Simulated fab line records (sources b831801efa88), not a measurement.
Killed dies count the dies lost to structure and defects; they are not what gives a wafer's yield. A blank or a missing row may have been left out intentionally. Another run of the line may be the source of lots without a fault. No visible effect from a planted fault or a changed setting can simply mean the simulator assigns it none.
Struck lot and sound lot, side by side | flow sky130 | 15 steps out of a route of 708
Sound: the wafers L116.3, L116.4, L116.6. The struck wafers were L130.1, L130.3, L130.5. The cause is named last.
Per side, at each step with rows, come the tool, then ch with its chambers, and then its first start. Under that, the readings that differ: sound wafers | struck wafers | difference of the means | sigmas: that difference in standard deviations of wafers without a fault.
alike: a reading whose means differ by less than 2 such deviations, as well as words and numbers matching on both sides. not compared: withheld readings; readings where some wafer has no value; bounds like >300 that might hide an equal value; numbers whose values overlap and for which the record gives no deviation.
A row with sigmas, a row that says differs or no value, or rows on one side alone: a step with any of these is where the two part. Non-overlapping numbers with no deviation appear without sigmas and do not part them. A reading missing from all wafers of one side parts the sides only when that side holds two or more wafers.

first, 4 steps without rows for these wafers: SKY_RES_XHIGH_EXPOSE_04 (exposes mask URPM, target cd 1270 nm); SKY_RES_XHIGH_PEB_05; SKY_RES_XHIGH_DEVELOP_06 (develop time 60 s); SKY_RES_XHIGH_IMPLANT_07.
SKY_RES_XHIGH_STRIP_08: strips in O2/N2.
  sound on plasma-asher-03 ch 0,1, day 26 20:33; struck on plasma-asher-02 ch 0,1, day 32 03:13
  alike: drypump-motor-current-A, oes-product-au, strip-time-to-endpoint-s
  not compared: rf-hours-counter-h
SKY_RES_XHIGH_TW_MEAS_09:
  struck on film-metro-04, day 32 03:19; sound on film-metro-04, day 26 20:38
  alike: RES_XHIGH_TW
then, 6 steps without rows for these wafers: SKY_SD_N_DEHYDRATE_00 (time 60 s); SKY_SD_N_HMDS_01 (prime time 60 s); SKY_SD_N_COAT_02 (resist thk 1140 nm); SKY_SD_N_SOFTBAKE_03 (time 60 s); SKY_SD_N_EXPOSE_04 (exposes mask NSDM, target cd 380 nm); SKY_SD_N_PEB_05.
SKY_SD_N_DEVELOP_06: develop time 60 s.
  sound on litho-track-02 ch 0, day 28 01:05; struck on litho-track-04 ch 0, day 33 05:43
  reading              | sound             | struck            | difference | sigmas
  developer-temp-C (C) | 23.16 22.92 22.96 | 22.00 22.00 21.98 | -1.02      | -10
SKY_SD_N_CD_MEAS_07: the cd target is 380 nm.
  struck on cd-sem-01, day 33 05:52; sound on cd-sem-01, day 28 01:14
  reading    | sound             | struck            | difference | sigmas
  cd-nm (nm) | 375.9 376.4 376.3 | 385.2 382.2 383.7 | +7.5       | +3
-- here the record skips 16 days between the struck wafers' starts before and after, leaving off in module SD_N and picking up in module PAD_OPEN (first step shown: number 708 of the route) --
SKY_PAD_OPEN_PROBE_99:
  struck on prober-01, day 49 16:24; sound on prober-01, day 45 21:16
  alike: killed_at_M0_to_M3, killed_at_M4_up, killed-at-contacts, killed-at-front-end, killed-at-other, killed-dies, killed-open, killed-short

== WHERE THEY PART ==
Last at SKY_SD_N_CD_MEAS_07 as far as this record goes, first at SKY_SD_N_DEVELOP_06. Later steps at which nothing parts them and some readings are alike: SKY_PAD_OPEN_PROBE_99.

WHY: the cause the simulator had injected
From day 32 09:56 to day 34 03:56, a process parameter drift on litho-track-04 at SKY_SD_N_DEVELOP_06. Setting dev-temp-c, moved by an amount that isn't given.
